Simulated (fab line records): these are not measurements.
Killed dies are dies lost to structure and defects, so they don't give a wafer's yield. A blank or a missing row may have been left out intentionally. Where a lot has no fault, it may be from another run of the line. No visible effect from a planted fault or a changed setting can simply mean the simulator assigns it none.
fab line records ; flow sky130
[record] lots = 12; wafers = 36; last-day = 51
route steps=708 shown FIELD_ISO@28 SONOS_TUNNEL@156 SONOS_ONO@183 GATE_OXIDE@200 PAD_OPEN@708
lots with no fault: from the same line, run without faults
start-h: hours from the record's opening day to when the first of the lot's shown wafers began ; wait-h: how many hours have passed since the lot's step before this one ; " as in the row above ; L1.1+2: several wafers, shown together as one row ; - no value present, or no start provided ; * or withheld: withheld ; < > ~ a bound
route shown NAME@n: a module of which the file shows steps, and the number in the route of the first ; usual: mean/standard deviation taken from wafers without a fault ; same: alike in all rows ; chamber/n: place in a boat ; sites: per-site readings ; _std_site: the values' standard deviation ; _edge_site: mean of outer sites minus mean of inner sites ; radius-mm: for every site, how far away it sits from the centre of the wafer ; mask NAME#n: copy n ; behind: the last tool/chamber to shape the wafer ; hold: what put the lot on hold/how long, in hours/how the hold closed ; device: the transistor (n, p or np) that didn't switch ; end of line: tests of these same wafers at the route's end ; a step without rows: its recipe alone ; killed: the dies lost at the first sort to structure and to defects; this is not the yield of the wafer ; map: dies across one wafer; x = killed, . = not, _ = none there
set.NAME: the setting that was run; set.NAME@STEP: the one run at that earlier step ; model.NAME: the simulator's own value behind a step, which no gauge read
steps of the route over a sample of lots; a table a step, a row a wafer
services: the hour from which a tool's chamber was out of use, counted from the record's first day as start-h (under 0 if before that day), plus the number of hours and why
[[steps]]
[step SKY_FIELD_ISO_CMP_27]
[recipe] stop-on = Si3N4; t-overpolish-s = 16; down-force-psi = 4; platen-rpm = 60; target-thk-nm = 457.8; pad-velocity-m-s = 0.94248
[usual] motor-current-A = 11.6/1.1; overpolish-run-s = 15.999/0.0091; time-to-endpoint-s = 110/5.8
[same] t-overpolish-s = 16
lot.wafer;tool;chamber;start-h;wait-h;motor-current-A;overpolish-run-s;time-to-endpoint-s
L191.3;cmp-01;0;42.20;0.1;12.3;15.987;112
L191.5;cmp-01;1;42.20;0.1;10.7;15.999;118
L191.6;cmp-01;2;42.20;0.1;9.9;15.999;114
L195.2;cmp-02;1;62.29;0.0;11.6;15.995;110
L195.1;cmp-02;0;62.29;0.0;11.7;15.997;110
L195.5;cmp-02;2;62.29;0.0;12.7;16.006;99
L196.1;cmp-01;2;67.09;0.7;10.5;15.997;110
L196.3;cmp-01;0;67.09;0.7;12.4;15.986;116
L196.2;cmp-01;1;67.09;0.7;10.5;15.990;114
L203.4;cmp-01;3;101.53;0.0;9.3;16.006;117
L203.6;cmp-01;3;101.53;0.0;10.2;15.994;115
L203.5;cmp-01;0;101.53;0.0;13.1;16.002;114
L205.1;cmp-02;1;112.23;0.1;11.2;16.013;114
L205.5;cmp-02;2;112.23;0.1;12.9;15.993;101
L205.6;cmp-02;3;112.23;0.1;11.3;15.997;105
L206.2;cmp-01;1;116.98;0.1;11.1;15.999;122
L206.4;cmp-01;2;116.98;0.1;10.0;16.001;117
L206.3;cmp-01;3;116.98;0.1;9.8;16.005;120
L208.3;cmp-02;2;129.72;0.1;12.8;15.994;98
L208.5;cmp-02;1;129.72;0.1;11.3;16.002;109
L208.6;cmp-02;2;129.72;0.1;12.9;15.989;100
L209.1;cmp-02;1;134.45;0.5;11.4;16.008;111
L209.5;cmp-02;1;134.45;0.5;11.7;15.988;112
L209.6;cmp-02;2;134.45;0.5;13.4;15.992;99
L210.2;cmp-02;0;139.72;0.1;11.5;15.991;108
L210.1;cmp-02;2;139.72;0.1;12.8;15.995;99
L210.6;cmp-02;3;139.72;0.1;12.0;15.989;106
L211.2;cmp-02;2;149.22;0.0;12.4;15.997;102
L211.1;cmp-02;3;149.22;0.0;12.0;15.996;103
L211.4;cmp-02;0;149.22;0.0;11.7;16.001;114
L212.3;cmp-02;1;151.14;0.1;11.8;16.006;111
L212.4;cmp-02;2;151.14;0.1;13.0;15.997;103
L212.1;cmp-02;3;151.14;0.1;12.1;15.996;109
L213.1;cmp-02;0;160.49;0.4;11.7;16.004;110
L213.5;cmp-02;2;160.49;0.4;13.1;16.009;101
L213.6;cmp-02;3;160.49;0.4;12.4;16.011;107
[step SKY_SONOS_TUNNEL_COAT_02]
[recipe] resist = NOVOLAK; spin-rpm = 3000; resist-thk-nm = 1140
[usual] chill-plate-temp-C = 23.01/0.11; dispense-pressure-kPa = 46.9/2.6
lot.wafer;tool;chamber;start-h;wait-h;chill-plate-temp-C;dispense-pressure-kPa
L191.3;litho-track-03;0;248.86;0.1;22.89;44.2
L191.5;litho-track-03;0;248.86;0.1;22.99;44.2
L191.6;litho-track-03;0;248.86;0.1;22.85;44.2
L195.1;litho-track-03;-;278.96;0.1;-;-
L195.2;litho-track-03;-;278.96;0.1;-;-
L195.5;litho-track-03;-;278.96;0.1;-;-
L196.1;litho-track-02;-;285.24;0.1;-;-
L196.2;litho-track-02;-;285.24;0.1;-;-
L196.3;litho-track-02;-;285.24;0.1;-;-
L203.4;litho-track-02;0;337.32;0.1;23.06;46.0
L203.5;litho-track-02;0;337.32;0.1;23.01;46.0
L203.6;litho-track-02;0;337.32;0.1;23.12;46.0
L205.1;litho-track-04;0;352.65;0.1;23.17;50.2
L205.5;litho-track-04;0;352.65;0.1;23.26;50.2
L205.6;litho-track-04;0;352.65;0.1;23.17;50.2
L206.2;litho-track-02;0;362.42;0.1;23.27;46.0
L206.3;litho-track-02;0;362.42;0.1;23.26;46.0
L206.4;litho-track-02;0;362.42;0.1;23.14;46.0
L208.3;litho-track-04;0;380.10;0.1;22.97;50.2
L208.5;litho-track-04;0;380.10;0.1;23.00;50.2
L208.6;litho-track-04;0;380.10;0.1;22.92;50.2
L209.1;litho-track-03;0;386.61;0.1;22.87;44.2
L209.5;litho-track-03;0;386.61;0.1;22.96;44.2
L209.6;litho-track-03;0;386.61;0.1;22.97;44.1
L210.1;litho-track-02;0;396.49;0.1;22.91;46.0
L210.2;litho-track-02;0;396.49;0.1;22.89;46.1
L210.6;litho-track-02;0;396.49;0.1;22.98;46.0
L212.1;litho-track-03;0;413.26;0.1;23.18;44.2
L212.3;litho-track-03;0;413.26;0.1;23.03;44.1
L212.4;litho-track-03;0;413.26;0.1;23.05;44.2
L211.1;litho-track-03;0;414.46;0.1;22.98;44.2
L211.2;litho-track-03;0;414.46;0.1;22.87;44.2
L211.4;litho-track-03;0;414.46;0.1;23.04;44.2
L213.1;litho-track-03;0;430.31;0.1;22.99;44.2
L213.5;litho-track-03;0;430.31;0.1;22.79;44.2
L213.6;litho-track-03;0;430.31;0.1;23.00;44.1
[step SKY_SONOS_TUNNEL_CD_MEAS_07]
[recipe] target-cd-nm = 410
[usual] cd-nm = 410.3/2.2
lot.wafer;tool;chamber;start-h;wait-h;cd-nm
L191.3;cd-sem-01;-;260.95;0.1;408.6
L191.5;cd-sem-01;-;260.95;0.1;406.9
L191.6;cd-sem-01;-;260.95;0.1;409.2
L195.1;cd-sem-01;-;291.96;0.1;-
L195.2;cd-sem-01;-;291.96;0.1;-
L195.5;cd-sem-01;-;291.96;0.1;-
L196.1;cd-sem-01;-;297.84;0.1;-
L196.2;cd-sem-01;-;297.84;0.1;-
L196.3;cd-sem-01;-;297.84;0.1;-
L203.4;cd-sem-01;-;351.11;0.1;407.0
L203.5;cd-sem-01;-;351.11;0.1;407.1
L203.6;cd-sem-01;-;351.11;0.1;407.6
L205.1;cd-sem-01;-;366.51;0.1;411.3
L205.5;cd-sem-01;-;366.51;0.1;413.4
L205.6;cd-sem-01;-;366.51;0.1;411.4
L206.2;cd-sem-01;-;376.78;0.1;410.3
L206.3;cd-sem-01;-;376.78;0.1;411.8
L206.4;cd-sem-01;-;376.78;0.1;411.6
L208.3;cd-sem-01;-;394.69;0.1;410.1
L208.5;cd-sem-01;-;394.69;0.1;413.1
L208.6;cd-sem-01;-;394.69;0.1;409.2
L209.1;cd-sem-01;-;401.85;0.1;416.4
L209.5;cd-sem-01;-;401.85;0.1;414.3
L209.6;cd-sem-01;-;401.85;0.1;414.2
L210.1;cd-sem-01;-;411.64;0.1;407.2
L210.2;cd-sem-01;-;411.64;0.1;407.9
L210.6;cd-sem-01;-;411.64;0.1;410.1
L212.1;cd-sem-01;-;428.19;0.1;414.7
L212.3;cd-sem-01;-;428.19;0.1;412.8
L212.4;cd-sem-01;-;428.19;0.1;413.2
L211.1;cd-sem-02;-;429.49;0.1;409.1
L211.2;cd-sem-02;-;429.49;0.1;408.6
L211.4;cd-sem-02;-;429.49;0.1;410.3
L213.1;cd-sem-01;-;446.25;0.1;412.6
L213.5;cd-sem-01;-;446.25;0.1;411.4
L213.6;cd-sem-01;-;446.25;0.1;408.3
[step SKY_SONOS_ONO_ETCH_15]
[recipe] target-depth-nm = 19.52; chemistry = CHF3/O2; source-w = 600; bias-w = 200; pressure-mtorr = 40; chf3-flow-sccm = 50; O2_flow_sccm = 5; time-s = 7.8
[usual] chamber-pressure-mTorr = 40.00/0.038; drypump-motor-current-A = 5.7/0.45; oes-product-au = 1.000/0.013; throttle-valve-pct = 8.825/0.01
lot.wafer;tool;chamber;start-h;wait-h;chamber-pressure-mTorr;drypump-motor-current-A;oes-product-au;rf-hours-counter-h;throttle-valve-pct
L191.3;rie-diel-01;2;293.36;0.0;39.98;5.4;0.997;85;8.799
L191.5;rie-diel-01;0;293.36;0.0;40.00;5.7;0.993;-;8.817
L191.6;rie-diel-01;1;293.36;0.0;40.01;5.5;0.986;-;8.820
L203.4;rie-diel-04;2;387.21;0.0;39.95;6.4;1.010;26;8.825
L203.5;rie-diel-04;1;387.21;0.0;39.97;6.3;1.006;-;8.826
L203.6;rie-diel-04;0;387.21;0.0;40.07;4.8;1.010;-;8.814
L205.1;rie-diel-03;0;404.61;0.0;39.99;6.1;0.990;2;8.809
L205.5;rie-diel-03;0;404.61;0.0;39.96;6.1;0.983;-;8.826
L205.6;rie-diel-03;3;404.61;0.0;39.95;4.9;1.005;-;8.826
L206.2;rie-diel-04;1;413.36;0.0;39.97;6.2;1.001;93;8.825
L206.3;rie-diel-04;2;413.36;0.0;40.04;6.4;1.011;27;8.825
L206.4;rie-diel-04;1;413.36;0.0;39.95;6.2;0.999;-;8.804
L208.3;rie-diel-04;3;431.06;0.0;40.02;6.0;1.018;8;8.827
L208.5;rie-diel-04;2;431.06;0.0;39.99;6.4;0.999;-;8.834
L208.6;rie-diel-04;3;431.06;0.0;40.06;5.9;1.019;-;8.822
L209.1;rie-diel-04;1;439.06;0.0;40.01;6.2;1.003;94;8.825
L209.5;rie-diel-04;1;439.06;0.0;40.01;6.2;0.997;-;8.829
L209.6;rie-diel-04;2;439.06;0.0;40.01;6.4;1.008;-;8.823
L210.1;rie-diel-03;2;448.01;0.0;40.03;6.3;0.979;99;8.840
L210.2;rie-diel-03;0;448.01;0.0;40.00;6.1;0.979;3;8.807
L210.6;rie-diel-03;1;448.01;0.0;40.02;5.8;0.971;-;8.806
L212.1;rie-diel-03;0;464.21;0.0;40.02;6.0;0.992;3;8.820
L212.3;rie-diel-03;1;464.21;0.0;39.96;5.8;0.991;1;8.836
L212.4;rie-diel-03;1;464.21;0.0;40.07;5.8;0.994;-;8.824
L211.1;rie-diel-03;0;468.11;0.0;40.05;6.1;0.991;3;8.825
L211.2;rie-diel-03;3;468.11;0.0;39.93;5.0;1.007;2;8.832
L211.4;rie-diel-03;0;468.11;0.0;39.98;6.1;0.991;-;8.834
L213.1;rie-diel-01;3;484.41;0.0;40.00;5.5;1.013;7;8.833
L213.5;rie-diel-01;1;484.41;0.0;40.02;5.5;0.966;-;8.828
L213.6;rie-diel-01;0;484.41;0.0;40.03;5.7;0.985;-;8.823
[step SKY_GATE_OXIDE_STRIP_13]
[recipe] chemistry = O2/N2; power-w = 1400; pressure-mtorr = 1500; platen-temp-c = withheld; o2-flow-sccm = 3000; n2-flow-sccm = 300; overash-fraction = 0.5
[usual] chamber-pressure-mTorr = 1500.0/1.4; drypump-motor-current-A = 6.0/0.34; oes-product-au = 0.716/0.0045; strip-time-to-endpoint-s = 14.17/0.043
lot.wafer;tool;chamber;start-h;wait-h;chamber-pressure-mTorr;drypump-motor-current-A;oes-product-au;rf-hours-counter-h;strip-time-to-endpoint-s
L191.3;plasma-asher-01;1;322.16;0.0;1499.1;5.9;0.710;-;14.20
L191.5;plasma-asher-01;1;322.16;0.0;1499.5;5.9;0.708;-;14.21
L191.6;plasma-asher-01;0;322.16;0.0;1499.1;6.2;0.713;-;14.18
L203.4;plasma-asher-04;0;419.31;0.0;1502.2;6.0;0.718;-;14.14
L203.5;plasma-asher-04;1;419.31;0.0;1501.9;6.2;0.716;-;14.16
L203.6;plasma-asher-04;0;419.31;0.0;1501.1;6.1;0.721;-;14.20
L205.1;plasma-asher-01;1;437.49;0.0;1498.9;5.9;0.714;62;14.16
L205.5;plasma-asher-01;0;437.49;0.0;1498.3;6.2;0.713;-;14.13
L205.6;plasma-asher-01;1;437.49;0.0;1501.0;5.9;0.714;-;14.14
L206.2;plasma-asher-02;1;446.54;0.0;1501.2;5.2;0.714;28;14.19
L206.3;plasma-asher-02;0;446.54;0.0;1500.2;6.3;0.719;-;14.14
L206.4;plasma-asher-02;1;446.54;0.0;1499.7;5.2;0.714;-;14.13
L208.3;plasma-asher-01;0;465.78;0.0;1501.6;6.2;0.717;-;14.16
L208.5;plasma-asher-01;1;465.78;0.0;1499.8;5.9;0.716;-;14.19
L208.6;plasma-asher-01;0;465.78;0.0;1499.0;6.2;0.713;-;14.22
L209.1;plasma-asher-04;1;472.79;0.0;1499.9;6.2;0.714;4;14.20
L209.5;plasma-asher-04;0;472.79;0.0;1500.6;6.1;0.719;-;14.15
L209.6;plasma-asher-04;1;472.79;0.0;1500.1;6.2;0.719;-;14.15
L210.1;plasma-asher-01;0;482.74;0.0;1499.5;6.2;0.716;67;14.15
L210.2;plasma-asher-01;1;482.74;0.0;1498.9;5.9;0.714;67;14.18
L210.6;plasma-asher-01;1;482.74;0.0;1500.7;5.9;0.713;-;14.12
L212.1;plasma-asher-02;1;497.03;0.0;1497.1;5.2;0.718;33;14.18
L212.3;plasma-asher-02;1;497.03;0.0;1500.7;5.2;0.712;-;14.19
L212.4;plasma-asher-02;0;497.03;0.0;1499.3;6.4;0.713;-;14.20
L211.1;plasma-asher-02;0;501.42;0.0;1501.4;6.3;0.721;33;14.23
L211.2;plasma-asher-02;1;501.42;0.0;1496.3;5.2;0.718;33;14.24
L211.4;plasma-asher-02;1;501.42;0.0;1498.4;5.2;0.719;-;14.22
L213.1;plasma-asher-02;0;517.59;0.0;1501.8;6.4;0.721;35;14.16
L213.5;plasma-asher-02;1;517.59;0.0;1499.7;5.2;0.717;-;14.21
L213.6;plasma-asher-02;0;517.59;0.0;1500.5;6.4;0.708;-;14.20
[step SKY_PAD_OPEN_PROBE_99]
[usual] killed_at_M0_to_M3 = 43/6.6; killed_at_M4_up = 3.4/1.8; killed-at-contacts = 24/5.7; killed-at-front-end = 15/4.2; killed-at-other = 0.3/0.58; killed-dies = 86/8; killed-on-rim = 16/3.9; killed-open = 46/7.2; killed-short = 39/5.8
[same] gross-dies = 492; killed-at-back-side = 0
lot.wafer;tool;chamber;start-h;wait-h;killed_at_M0_to_M3;killed_at_M4_up;killed-at-contacts;killed-at-front-end;killed-at-other;killed-dies;killed-on-rim;killed-open;killed-short
L195.1;prober-01;-;1121.71;0.1;45;2;18;426;1;492;96;53;37
L195.2;prober-01;-;1121.76;0.1;33;4;27;428;0;492;96;46;31
L195.5;prober-01;-;1121.91;0.2;47;3;19;422;1;492;96;47;39
L196.1;prober-02;-;1122.28;0.1;28;4;27;433;0;492;96;37;45
L196.2;prober-02;-;1122.33;0.1;50;0;18;424;0;492;96;48;41
L196.3;prober-02;-;1122.38;0.2;46;4;17;425;0;492;96;53;37
L205.1;prober-01;-;1172.62;0.1;43;4;23;13;0;83;15;42;41
L205.5;prober-01;-;1172.82;0.2;48;3;34;17;0;102;18;60;42
L205.6;prober-01;-;1172.87;0.2;41;7;29;15;0;92;20;47;45
// killed by level:class
L195.1 SONOS_TUNNEL:area-expose=402 VIA1:geometric-particle:open=10 VIA2:geometric-particle:open=10 LI_CONTACT:geometric-particle:open=7 METAL1:geometric-particle:short=6 POLY_GATE:geometric-particle:open=5 POLY_GATE:geometric-particle:short=5 CONTACT:geometric-particle:open=5
L195.2 SONOS_TUNNEL:area-expose=415 CONTACT:geometric-particle:open=11 LI_CONTACT:geometric-particle:open=8 VIA2:geometric-particle:open=6 VIA3:geometric-particle:open=6 LI_CONTACT:geometric-particle:short=5 VIA1:geometric-particle:short=4 VIA1:geometric-particle:open=4
L195.5 SONOS_TUNNEL:area-expose=405 VIA1:geometric-particle:open=12 CONTACT:geometric-particle:open=9 METAL1:geometric-particle:short=6 VIA2:geometric-particle:open=6 VIA1:geometric-particle:short=5 VIA3:geometric-particle:open=5 FIELD_ISO:geometric-particle:open=4
L196.1 SONOS_TUNNEL:area-expose=410 METAL2:geometric-particle:short=8 CONTACT:geometric-particle:open=8 FIELD_ISO:geometric-particle:short=7 POLY_GATE:geometric-particle:short=6 LI_CONTACT:geometric-particle:open=6 VIA2:geometric-particle:open=6 LOCAL_INTERCONNECT:geometric-particle:short=5
L196.2 SONOS_TUNNEL:area-expose=403 VIA1:geometric-particle:open=8 VIA3:geometric-particle:open=8 METAL2:geometric-particle:short=7 FIELD_ISO:geometric-particle:short=6 POLY_GATE:geometric-particle:open=6 CONTACT:geometric-particle:open=6 LI_CONTACT:geometric-particle:open=5
L196.3 SONOS_TUNNEL:area-expose=400 CONTACT:geometric-particle:open=9 VIA3:geometric-particle:open=8 VIA1:geometric-particle:open=8 FIELD_ISO:geometric-particle:open=7 POLY_GATE:geometric-particle:short=7 METAL2:geometric-particle:short=6 VIA1:geometric-particle:short=6
L205.1 VIA1:geometric-particle:open=12 LI_CONTACT:geometric-particle:open=8 VIA2:geometric-particle:open=8 LOCAL_INTERCONNECT:geometric-particle:short=7 VIA1:geometric-particle:short=7 FIELD_ISO:geometric-particle:short=5 METAL1:geometric-particle:short=5 CONTACT:geometric-particle:open=4
L205.5 CONTACT:geometric-particle:open=16 VIA1:geometric-particle:open=15 LI_CONTACT:geometric-particle:open=9 VIA1:geometric-particle:short=7 VIA2:geometric-particle:open=7 FIELD_ISO:geometric-particle:short=6 VIA3:geometric-particle:open=6 LOCAL_INTERCONNECT:geometric-particle:short=4
L205.6 LI_CONTACT:geometric-particle:open=10 LOCAL_INTERCONNECT:geometric-particle:short=6 VIA1:geometric-particle:open=6 METAL1:geometric-particle:short=6 VIA3:geometric-particle:open=6 CONTACT:geometric-particle:short=5 CONTACT:geometric-particle:open=5 METAL2:geometric-particle:short=5
[[services]]
tool;chamber;start-h;hours;kind
rie-diel-04;-;34.05;13.7;repair
rie-diel-04;-;58.54;10.0;pm
cmp-01;-;63.73;2.8;repair
cmp-02;-;64.14;4.0;pm
cmp-01;-;76.87;4.2;repair
rie-diel-03;2;94.73;2.0;repair
cmp-01;-;106.80;1.5;repair
plasma-asher-02;-;108.81;9.0;pm
cmp-02;-;116.77;12.5;repair
rie-diel-04;0;117.37;2.2;repair
plasma-asher-02;-;117.81;2.8;pm
cmp-01;-;133.58;1.9;repair
cmp-02;-;141.56;1.4;repair
cmp-02;-;144.22;4.1;repair
rie-diel-04;0;151.08;10.1;repair
cmp-02;-;164.16;1.3;repair
cmp-02;-;278.92;3.1;pm
cmp-02;-;327.70;11.2;pm
cmp-02;-;384.63;0.9;repair
cmp-02;-;404.14;4.0;pm
cmp-02;-;406.13;0.2;repair
cmp-02;-;466.59;6.6;pm
cmp-02;-;485.28;2.4;repair
cmp-02;-;497.37;0.4;repair
[[key]]
[first-sign] step = SKY_SONOS_TUNNEL_COAT_02; reading = tool-record; direction = missing
[effect] step = SKY_SONOS_TUNNEL_CD_MEAS_07; reading = cd-nm; direction = missing
[effect] step = SKY_PAD_OPEN_PROBE_99; reading = killed-at-front-end; direction = up; sigmas = 97; usual = 15; struck = 426
[more-kills-born-at] SKY_SONOS_TUNNEL_EXPOSE_04@iline-stepper-01 = 2435
met-at SKY_SONOS_TUNNEL_COAT_02
struck-lots L195,L196
later-rows-left-out L195.1,L195.2,L195.5,L196.1,L196.2,L196.3
tester-left-out L195,L196
not-acting-at SKY_FIELD_ISO_CMP_27,SKY_SONOS_ONO_ETCH_15,SKY_GATE_OXIDE_STRIP_13
onset-between 248.86 278.96
[fault] kind = skipped-step-whole; tool = litho-track-02,litho-track-03; chamber = -; onset-h = 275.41; steps = SKY_SONOS_TUNNEL_COAT_02; scope = struck-lots-only
// tester-left-out: of these lots the tester's yield and bins aren't shown, on N5 and GAA mostly nor the transistor test; their killed dies are dies lost to structure and defects alone, not to doping, threshold or leakage, so they don't give the yield
// later-rows-left-out: the simulator's readings of these wafers behind a module that went badly wrong aren't trusted and aren't shown, but for the sort
